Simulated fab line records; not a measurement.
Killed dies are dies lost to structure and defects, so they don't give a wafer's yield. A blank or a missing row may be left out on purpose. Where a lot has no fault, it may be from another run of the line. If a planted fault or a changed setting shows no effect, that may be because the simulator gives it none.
Which tool was responsible? | flow sfq line | 14 lots (42 wafers sampled), 1 step of a 325-step route

== WHAT THE GAUGES READ, wafer by wafer ==
No reading from a measuring or inspecting step in the record can be judged against a usual standard deviation.

== WHAT TOOL EACH LOT RAN ON (gives the tool, then ch and the chambers of the sampled wafers, and finally the start) ==
lot  | SFQ_TRILAYER_M7_ETCH_METAL_ETCH_180
L822 | rie metal-02 ch 0, day 78 20:21
L823 | rie metal-03 ch 0,1, day 83 06:16
L829 | rie metal-04 ch 0,1, day 83 22:10
L830 | rie metal-02 ch 0,1, day 83 23:22
L831 | rie metal-02 ch 0,1, day 84 01:46
L834 | rie metal-04 ch 0,1, day 84 17:13
L835 | rie metal-04 ch 0,1, day 84 21:58
L836 | rie metal-03 ch 0,1, day 84 23:13
L837 | rie metal-03 ch 0,1, day 87 09:57
L838 | rie metal-04 ch 0, day 87 11:07
L840 | rie metal-03 ch 1, day 88 18:19
L842 | rie metal-03 ch 0,1, day 91 18:28
L843 | rie metal-03 ch 0,1, day 91 20:50
L844 | rie metal-02 ch 0, day 91 23:14
- SFQ_TRILAYER_M7_ETCH_METAL_ETCH_180: etches Nb in Cl2/Ar, stops on SiO2, target depth 240 nm, time 120 s.

== AS READ BY THE TOOLS THEMSELVES (means over the sampled wafers that have a number; for cases with no such wafer, the mark the record gives instead) ==
SFQ_TRILAYER_M7_ETCH_METAL_ETCH_180.
lot  | tool         | bias w (W) | chamber pressure mTorr (mTorr) | drypump motor current A (A) | he backside leak sccm (sccm) | oes product au (a.u.)
L822 | rie metal-02 | 79.54      | 10.002                         | 6.00                        | 3.0                          | 0.896
L823 | rie metal-03 | 80.10      | 9.996                          | 5.41                        | 3.3                          | 0.897
L829 | rie metal-04 | 80.09      | 10.008                         | 5.21                        | 3.6                          | 0.901
L830 | rie metal-02 | -          | -                              | -                           | -                            | -
L831 | rie metal-02 | -          | -                              | -                           | -                            | -
L834 | rie metal-04 | 80.07      | 9.997                          | 5.28                        | 3.7                          | 0.892
L835 | rie metal-04 | 79.96      | 9.992                          | 5.22                        | 3.7                          | 0.896
L836 | rie metal-03 | 80.10      | 10.003                         | 5.49                        | 3.5                          | 0.893
L837 | rie metal-03 | 79.91      | 9.993                          | 5.39                        | 3.3                          | 0.896
L838 | rie metal-04 | 79.96      | 10.009                         | 5.17                        | 3.6                          | 0.899
L840 | rie metal-03 | 79.70      | 9.995                          | 5.31                        | 3.3                          | 0.886
L842 | rie metal-03 | 79.99      | 10.002                         | 5.51                        | 3.6                          | 0.896
L843 | rie metal-03 | 80.12      | 9.990                          | 5.44                        | 3.5                          | 0.897
L844 | rie metal-02 | 79.92      | 10.003                         | 5.96                        | 3.1                          | 0.896

== THE ANSWER, worked out from the rows above alone ==
Rule: the usual values come from the lots themselves. Put in order of their means at a reading, lots are off if they are a third of the lots or fewer, leave a main group of 4 or more, and stand apart from it by a gap of 3 or more times the standard deviation of the main group's means; of several such gaps the widest counts. The tables above print the reading to a certain number of digits; a main group whose means all agree to those digits is not used. Also off: a lot with no number at a reading for which 4 or more lots have one. The other lots that the step has rows for count as sound. First the gauges in route order, then the tools' own readings, where a lot's mean is used as printed above. The first step at which some lot is off is used, and at that step the reading that is off furthest; a lot without a number counts as furthest.
Off: L830, L831 (SFQ_TRILAYER_M7_ETCH_METAL_ETCH_180, bias w). Without a number there: L830, L831. Main group: mean 79.95 W, sd 0.17.
If a tool, at that step or one of the process steps before it, ran each lot that is off and ran no sound lot following the first of them, it fits. Of those tried, none fits.

== WHAT WAS PUT IN BY THE SIMULATOR ==
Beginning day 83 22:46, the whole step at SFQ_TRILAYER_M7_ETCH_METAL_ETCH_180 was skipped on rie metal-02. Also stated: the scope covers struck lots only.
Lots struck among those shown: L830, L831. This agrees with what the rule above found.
